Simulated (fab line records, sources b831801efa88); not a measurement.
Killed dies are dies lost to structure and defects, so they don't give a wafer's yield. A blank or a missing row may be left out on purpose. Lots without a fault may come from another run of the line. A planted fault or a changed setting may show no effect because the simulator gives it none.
Problem report in the 8D (eight disciplines) form, filled by code | flow gf180mcu | the parts of the form that need people (team, actions taken, sign-off) are left out

1. THE PROBLEM
rf_fwd_power_W at GF_V3_CVD_02 reads a mean of 500.9 W on 2 wafers of 2 lots; wafers without a fault read 596.8 W with a standard deviation of 2. That is -48 standard deviations from the usual mean.
The step: deposits SiO2 from TEOS, target thk 850 nm, time 94.851 s.
First seen on wafer L169.1, day 23 01:32, on pecvd-01. The record holds 36 wafers of 12 lots with a number at this step. Rule for "out", or "out of limits": more than 4 standard deviations from the usual mean. The other wafers with a number count as sound.

2. WHAT IT IS AND WHAT IT IS NOT
question                    | is                | is not
which readings at this step | rf_fwd_power_W    | heater_power_w, susceptor_temp_C
which lots                  | L169, L170        | L165, L166, L168, L171, L181, L182, L183, L186, L187, L188
which wafers of those lots  | L169.1, L170.5    | L169.2, L169.3, L170.2, L170.4
read on which tools         | pecvd-01          | pecvd-02
when                        | from day 23 01:32 | up to then (11 sound wafers); but 23 sound wafers of L170, L171, L181, L182, L183, L186, L187, L188 came after

3. SUSPECTS, AND WHAT RULES EACH OUT
Counting: a tool at a process step up to the reading stays a suspect if it ran every lot that is out. Sound lots after the first of them don't rule it out here, since some wafers of a struck lot are sound.
- pvd_sputter-03 at GF_V2_SPUTTER_21 (material Ti, target thk 15 nm, time 80.02 s): kept. It ran every lot that is out, first L169 (day 22 00:39); its last sound lot up to then is L166 (day 20 10:14).
- pecvd-01 at GF_V3_CVD_02 (deposits SiO2 from TEOS, target thk 850 nm, time 94.851 s): kept. It ran every lot that is out, first L169 (day 23 01:32); its last sound lot up to then is L168 (day 22 15:05). Its own readings are out on those wafers: rf_fwd_power_W.
- Within pecvd-01 at GF_V3_CVD_02: the wafers that are out ran in chamber 2; their sound lot-mates ran in chambers 0, 1.
Left after counting: pvd_sputter-03 at GF_V2_SPUTTER_21, pecvd-01 at GF_V3_CVD_02.

4. THE CAUSE (what the simulator had put in)
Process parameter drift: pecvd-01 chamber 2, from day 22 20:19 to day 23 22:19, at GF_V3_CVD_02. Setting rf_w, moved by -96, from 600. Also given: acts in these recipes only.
Counting left 2 suspects, and this tool is among them.

5. THE CHAIN OF EFFECTS, in route order
Each row: a reading whose mean over the struck wafers that have a number lies more than 3 standard deviations from the usual. Only readings for which the record gives a usual standard deviation are gone through. hours: the time from each lot's start at the first step in this table that gives one to its start at this step, as a median over the lots. sigmas: the change in usual standard deviations.
hours | step              | reading        | usual   | on struck wafers | change | sigmas
0     | GF_V3_CVD_02      | rf_fwd_power_W | 596.8 W | 500.9            | -95.8  | -48
0     | GF_V3_THK_MEAS_03 | V3_CVD_02_THK  | 852 nm  | 817              | -35    | -3.2
The process steps in it:
- GF_V3_CVD_02: deposits SiO2 from TEOS, target thk 850 nm, time 94.851 s.

6. WHAT WOULD HAVE CAUGHT IT SOONER
In this record the first reading out of limits was taken at day 23 01:32, 5 hours after the fault began at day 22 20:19.
